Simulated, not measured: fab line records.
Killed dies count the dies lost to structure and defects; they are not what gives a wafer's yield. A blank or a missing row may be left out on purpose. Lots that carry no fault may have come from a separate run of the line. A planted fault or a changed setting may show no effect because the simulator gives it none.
One fault through the eyes of 2 desks | flow sky130 | every desk sees just its own numbers, and what lay behind them comes last

## AT THE METROLOGY DESK
Means of the sampled wafers that have a number, per lot and without regard to the tool the lot ran on: this is what the gauges read. A lot is out of limits, marked OUT, if its mean lies more than 4 standard deviations from the usual mean; the brackets give that distance.
Columns: A = cd-nm at SKY_CONTACT_CD_MEAS_14, usual 169.7 nm; B = CONTACT_OVL at SKY_CONTACT_OVL_MEAS_15, usual -2 nm
lot  | first seen here | A     | B
L597 | day 35 11:46    | 167.2 | -2
L600 | day 36 10:04    | 169.7 | 2
L607 | day 37 23:35    | 170.8 | -2
L610 | day 38 20:05    | 169.6 | -2
L611 | day 39 05:52    | 167.7 | -6
This desk's verdict: no lot among the 5 shows anything out of limits.

## TOOL OWNER'S DESK, plasma-asher-03
The tool's own readings at SKY_CONTACT_STRIP_19 (strips in O2/N2): means of the sampled wafers that have a number, for each lot that ran on this tool. A lot is out of limits, marked OUT, if its mean lies more than 4 standard deviations from the usual mean; the brackets give that distance.
Columns: A = drypump-motor-current-A at SKY_CONTACT_STRIP_19, usual 5.36 A; B = oes-product-au at SKY_CONTACT_STRIP_19, usual 0.381 a.u.; C = strip-time-to-endpoint-s at SKY_CONTACT_STRIP_19, usual 3.615 s
lot  | first seen here | A    | B     | C
L597 | day 35 12:02    | 5.31 | 0.382 | 3.747 (+4.9) OUT
L610 | day 38 20:22    | 5.31 | 0.383 | 3.625
L611 | day 39 06:10    | 5.27 | 0.379 | 3.615
This desk's finding: out of limits on L597; first on L597, day 35 12:02 (strip-time-to-endpoint-s at SKY_CONTACT_STRIP_19). In limits: L610, L611.

## BROUGHT TOGETHER
At day 35 12:02, on L597, the tool owner's desk was in a position to raise an alarm.
Nothing out of limits was seen by the metrology desk.
The metrology desk has L597 on record, within its limits.
Every lot named ran SKY_CONTACT_STRIP_19 on plasma-asher-03.

## WHAT THE SIMULATOR PUT IN
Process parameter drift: plasma-asher-03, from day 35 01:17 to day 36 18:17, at SKY_CONTACT_STRIP_19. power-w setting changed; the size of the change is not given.
Struck lots among those shown: L597.
Time in hours from fault onset to the first out-of-limits reading at each desk: the tool owner's desk, 11.
